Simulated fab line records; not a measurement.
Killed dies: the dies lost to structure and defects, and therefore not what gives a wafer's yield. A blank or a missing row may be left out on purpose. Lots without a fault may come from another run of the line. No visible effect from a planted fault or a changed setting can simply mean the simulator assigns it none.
fab line records    flow sfq_line
[record] lots = 7  wafers = 21  last_day = 94
route steps=325 shown I3@137 M4@148
lots that met no fault: from a run of the same line without faults
start_h: hours from the record's first day to the start of the lot's first wafer shown    wait_h: hours since the lot's step before    " same as the row above    L1.1+2: several wafers, shown together as one row    - either no value or no given start    * or withheld: withheld    < > ~ a bound
route shown NAME@n: names a module that has steps shown in the file, with the first one's number in the route    usual: mean and standard deviation over wafers with no fault    same: alike in all rows    chamber/n: place in a boat    sites: readings site by site    _std_site: their standard deviation    _edge_site: the outer-site mean with the inner-site mean subtracted    radius_mm: how far each site lies from the wafer's centre    mask NAME#n: copy n    behind: the most recent tool/chamber to have shaped the wafer    hold: the reason the lot was held/the length of the hold in hours/how it ended    device: the n, p or np transistor that did not switch    end of line: tests of these same wafers at the route's end    where a step has no rows: the recipe by itself    killed: count of dies lost to structure and defects at first sort (not the wafer's yield)    map: shows each die of a wafer: x if killed, . if not, _ if none is there
set.NAME: the setting as run; set.NAME@STEP: as run at that earlier step    model.NAME: the simulator's own value behind a step, which no gauge read
lots at some steps of the route; a table a step, a row a wafer
services: the hour from which a tool's chamber was out of use, counted from the record's first day as start_h (under 0 if before that day), plus the number of hours and why
[[steps]]
[step SFQ_TRILAYER_I3_VIA_LITHO_COAT_090]
[recipe] resist = BARC  spin_rpm = 3000  resist_thk_nm = 62
[step SFQ_TRILAYER_I3_VIA_LITHO_COAT_085]
[recipe] resist = KrF  spin_rpm = 3000  resist_thk_nm = 650
[step SFQ_TRILAYER_I3_VIA_LITHO_SOFTBAKE_089]
[recipe] temp_c = withheld  time_s = withheld  resist = KrF
[step SFQ_TRILAYER_I3_VIA_LITHO_EXPOSE_086]
[recipe] mask_id = I3  na = 0.6  source_shape = conventional  sigma_outer = 0.65  target_cd_nm = 500  dose_mj = 21.3
[step SFQ_TRILAYER_I3_VIA_LITHO_PEB_088]
[recipe] peb_temp_c = 115  peb_time_s = 60  resist = KrF
[step SFQ_TRILAYER_I3_VIA_LITHO_DEVELOP_087]
[recipe] time_s = 60  resist = KrF
[step SFQ_I3_OVL_MEAS_923]
[usual] I3_OVL = 0/6.4
lot.wafer  tool        chamber  start_h  wait_h  I3_OVL[nm]
L241.1     overlay-01  -        784.22   0.1     -2
L241.5     "           -        "        "       -1
L241.6     "           -        "        "       -5
L243.1     overlay-02  -        798.78   0.1     3
L243.2     "           -        "        "       -5
L243.4     "           -        "        "       -6
L250.1     overlay-02  -        934.36   0.1     10
L250.2     "           -        "        "       5
L250.3     "           -        "        "       5
L251.3     overlay-01  -        954.90   0.1     -13
L251.4     "           -        "        "       -3
L251.6     "           -        "        "       0
L253.1     overlay-01  -        964.61   0.1     3
L253.5     "           -        "        "       2
L253.6     "           -        "        "       -1
L254.1     overlay-01  -        969.41   0.1     12
L254.3     "           -        "        "       11
L254.5     "           -        "        "       7
L261.2     overlay-01  -        1012.21  0.1     -1
L261.3     "           -        "        "       2
L261.4     "           -        "        "       -3
[step SFQ_TRILAYER_I3_VIA_BARC_OPEN_VIA_ETCH_121]
[recipe] mask_material = PR  chemistry = O2  target_depth_nm = 125  target = BARC  source_w = 500  bias_w = 80  pressure_mtorr = 30  time_s = 41.7
[usual] drypump_motor_current_A = 5.6/0.37  oes_product_au = 0.685/0.0048
lot.wafer  tool         chamber  start_h  wait_h  drypump_motor_current_A  oes_product_au  rf_hours_counter_h
L241.1     rie_diel-03  2        784.25   0.0     5.6                      0.680           15
L241.5     "            2        "        "       5.7                      0.697           -
L241.6     "            1        "        "       5.8                      0.692           -
L243.1     rie_diel-04  2        798.81   0.0     6.1                      0.686           1
L243.2     "            1        "        "       5.2                      0.685           27
L243.4     "            0        "        "       5.0                      0.680           3
L250.1     rie_diel-03  3        934.40   0.0     5.1                      0.684           9
L250.2     "            1        "        "       5.8                      0.678           5
L250.3     "            2        "        "       5.6                      0.689           18
L251.3     rie_diel-04  1        954.93   0.0     5.1                      0.694           1
L251.4     "            3        "        "       5.6                      0.687           10
L251.6     "            1        "        "       5.1                      0.688           -
L253.1     rie_diel-04  2        964.65   0.0     6.0                      0.681           4
L253.5     "            0        "        "       5.0                      0.688           -
L253.6     "            3        "        "       5.6                      0.683           -
L254.1     rie_diel-03  3        969.45   0.0     5.1                      0.683           9
L254.3     "            1        "        "       5.8                      0.691           6
L254.5     "            3        "        "       5.1                      0.690           -
L261.2     rie_diel-01  3        1012.24  0.0     5.9                      0.685           1
L261.3     "            0        "        "       5.2                      0.685           15
L261.4     "            1        "        "       6.1                      0.677           3
[step SFQ_TRILAYER_I3_VIA_ETCH_VIA_ETCH_088]
[recipe] target = SiO2  stop_on = Nb  mask_material = PR  taper_deg = 20  chemistry = CHF3  target_depth_nm = 260  source_w = 500  bias_w = 80  pressure_mtorr = 30  time_s = withheld
[usual] drypump_motor_current_A = 5.6/0.38  oes_product_au = 0.856/0.0058
lot.wafer  tool         chamber  start_h  wait_h  drypump_motor_current_A  oes_product_au
L241.1     rie_diel-03  2        784.29   0.0     5.6                      0.860
L241.5     "            2        "        "       5.6                      0.852
L241.6     "            1        "        "       5.8                      0.862
L243.1     rie_diel-04  2        798.85   0.0     6.0                      0.861
L243.2     "            1        "        "       5.2                      0.848
L243.4     "            0        "        "       5.0                      0.861
L250.1     rie_diel-03  3        934.44   0.0     5.1                      0.857
L250.2     "            1        "        "       5.8                      0.856
L250.3     "            2        "        "       5.6                      0.862
L251.3     rie_diel-04  1        954.97   0.0     5.2                      0.846
L251.4     "            3        "        "       5.6                      0.865
L251.6     "            1        "        "       5.2                      0.863
L253.1     rie_diel-04  2        964.69   0.0     6.0                      0.857
L253.5     "            0        "        "       5.0                      0.856
L253.6     "            3        "        "       5.6                      0.844
L254.1     rie_diel-03  3        969.49   0.0     5.1                      0.861
L254.3     "            1        "        "       5.8                      0.854
L254.5     "            3        "        "       5.1                      0.856
L261.2     rie_diel-01  3        1012.28  0.0     5.9                      0.853
L261.3     "            0        "        "       5.2                      0.849
L261.4     "            1        "        "       6.1                      0.858
[step SFQ_TRILAYER_I3_VIA_STRIP_STRIP_089]
[recipe] gas = O2  power_w = 200  platen_temp_c = 40  overash_fraction = 0.65  chemistry = O2  pressure_mtorr = 50
[usual] drypump_motor_current_A = 6.1/0.36  oes_product_au = 0.994/0.01
lot.wafer  tool          chamber  start_h  wait_h  drypump_motor_current_A  oes_product_au  rf_hours_counter_h
L241.1     rie_metal-04  0        784.40   -       5.6                      1.019           136
L241.5     "             0        "        "       5.6                      1.016           -
L241.6     "             1        "        "       6.6                      1.008           -
L243.1     rie_metal-01  0        798.96   -       6.5                      0.986           1
L243.2     "             1        "        "       6.1                      0.987           9
L243.4     "             1        "        "       6.2                      0.985           -
L250.1     rie_metal-01  1        934.55   -       6.2                      0.986           25
L250.2     "             0        "        "       6.5                      0.994           17
L250.3     "             0        "        "       6.5                      1.000           -
L251.3     rie_metal-03  0        955.28   -       5.9                      0.992           -
L251.4     "             1        "        "       5.7                      0.995           -
L251.6     "             0        "        "       5.9                      1.003           -
L253.1     rie_metal-03  1        964.80   -       5.7                      1.002           148
L253.5     "             1        "        "       5.7                      1.007           -
L253.6     "             0        "        "       5.9                      0.992           -
L254.1     rie_metal-01  1        969.60   -       6.2                      0.973           28
L254.3     "             1        "        "       6.2                      0.981           -
L254.5     "             1        "        "       6.2                      0.974           -
L261.2     rie_metal-01  1        1012.40  -       6.2                      0.979           33
L261.3     "             0        "        "       6.6                      0.997           -
L261.4     "             1        "        "       6.2                      0.989           -
[step SFQ_TRILAYER_I3_VIA_STRIP_SOLV_CLEAN_090]
[recipe] chemistry = NMP  temp_c = 70  time_s = 600
[step SFQ_TRILAYER_M4_DEP_PRE_CLEAN_092]
[recipe] gas = Ar  time_s = 22.5  bias_v = 250
[step SFQ_TRILAYER_M4_DEP_SPUTTER_091]
[recipe] material = Nb  base_pressure_pa = 1.33e-06  chamber_pressure_pa = 0.1333  substrate_temp_c = 20  resputter_cathode_voltage_v = 400  target_thk_nm = 200  power_w = 2000  time_s = 133.3
[usual] chamber_pressure_pa = 0.13334/0.00025  throttle_valve_pct = 29.6/0.87
lot.wafer  tool            chamber  start_h  wait_h  chamber_pressure_pa  throttle_valve_pct
L241.1     pvd_sputter-04  -        785.21   0.0     0.13309              30.7
L241.5     "               -        "        "       0.13348              28.7
L241.6     "               -        "        "       0.13319              30.8
L243.1     pvd_sputter-04  -        799.77   0.0     0.13379              27.8
L243.2     "               -        "        "       0.13315              28.9
L243.4     "               -        "        "       0.13317              30.6
L250.1     pvd_sputter-04  -        935.36   0.0     0.10796              34.3
L250.2     "               -        "        "       0.10845              34.0
L250.3     "               -        "        "       0.10813              31.3
L251.3     pvd_sputter-04  -        955.88   0.0     0.10871              31.0
L251.4     "               -        "        "       0.10836              34.0
L251.6     "               -        "        "       0.10816              32.0
L253.1     pvd_sputter-04  -        965.62   0.0     0.10797              33.9
L253.5     "               -        "        "       0.10794              34.2
L253.6     "               -        "        "       0.10859              34.1
L254.1     pvd_sputter-06  -        970.42   0.0     0.13331              29.8
L254.3     "               -        "        "       0.13352              28.7
L254.5     "               -        "        "       0.13305              29.8
L261.2     pvd_sputter-03  -        1013.40  0.0     0.1337               29.3
L261.3     "               -        "        "       0.13322              29.9
L261.4     "               -        "        "       0.13308              29.9
[step SFQ_M4_RS_MEAS_924]
[recipe] thk_meas_gauge = four-point-probe  reads = Nb_of_TRILAYER_M4_DEP_SPUTTER_091
[usual] M4_NB_RS = 0.886/0.0098
lot.wafer  tool           chamber  start_h  wait_h  M4_NB_RS[ohm/sq]
L241.1     film_metro-02  -        785.30   0.0     0.902
L241.5     "              -        "        "       0.895
L241.6     "              -        "        "       0.903
L243.1     film_metro-04  -        799.86   0.0     0.882
L243.2     "              -        "        "       0.886
L243.4     "              -        "        "       0.881
L250.1     film_metro-04  -        935.45   0.0     0.865
L250.2     "              -        "        "       0.867
L250.3     "              -        "        "       0.868
L251.3     film_metro-04  -        956.01   0.1     0.867
L251.4     "              -        "        "       0.876
L251.6     "              -        "        "       0.874
L253.1     film_metro-02  -        965.71   0.0     0.866
L253.5     "              -        "        "       0.862
L253.6     "              -        "        "       0.874
L254.1     film_metro-03  -        970.51   0.0     0.874
L254.3     "              -        "        "       0.862
L254.5     "              -        "        "       0.874
L261.2     film_metro-02  -        1013.51  0.1     0.903
L261.3     "              -        "        "       0.902
L261.4     "              -        "        "       0.891
[[services]]
tool            chamber  start_h  hours  kind
rie_metal-01    0        763.11   11.3   repair
rie_metal-04    -        769.99   0.4    repair
rie_metal-03    -        787.32   2.5    repair
rie_diel-03     3        793.37   4.6    repair
pvd_sputter-06  -        798.82   7.5    repair
rie_diel-01     2        801.39   4.4    repair
pvd_sputter-06  -        814.52   3.3    repair
rie_metal-01    -        821.76   0.6    repair
pvd_sputter-06  -        832.60   2.8    repair
rie_diel-03     0        867.91   12.7   repair
pvd_sputter-04  -        872.67   1.2    repair
rie_diel-01     -        873.26   2.8    pm
rie_metal-04    -        883.18   0.6    repair
pvd_sputter-06  -        886.75   1.6    repair
rie_diel-01     -        898.48   0.6    repair
pvd_sputter-06  -        908.70   4.0    repair
rie_diel-01     -        936.42   0.7    repair
rie_diel-03     2        944.10   13.0   repair
pvd_sputter-04  -        951.61   0.7    repair
rie_metal-04    1        958.72   2.3    repair
rie_diel-03     -        976.03   15.6   pm
rie_diel-04     -        977.97   14.6   pm
rie_diel-03     2        995.19   45.3   repair
rie_diel-04     2        996.72   6.2    repair
[[key]]
[first_sign] step = SFQ_TRILAYER_M4_DEP_SPUTTER_091  reading = chamber_pressure_pa  direction = down  sigmas = 99+  usual = 0.13334  struck = 0.10825
[effect] step = SFQ_TRILAYER_M4_DEP_SPUTTER_091  reading = throttle_valve_pct  direction = up  sigmas = 4.2  usual = 29.6  struck = 33.2
met_at SFQ_TRILAYER_M4_DEP_SPUTTER_091
struck_wafers L250.1,L250.2,L250.3,L251.3,L251.4,L251.6,L253.1,L253.5,L253.6
onset_between 799.77 935.36
[fault] kind = process_parameter_drift  tool = pvd_sputter-04  chamber = -  onset_h = 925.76  steps = SFQ_TRILAYER_M4_DEP_SPUTTER_091  channel = chamber_pressure_pa  offset = -0.025039  shape = step  end_h = 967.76  acts_in = these_recipes_only  stated = 0.1333
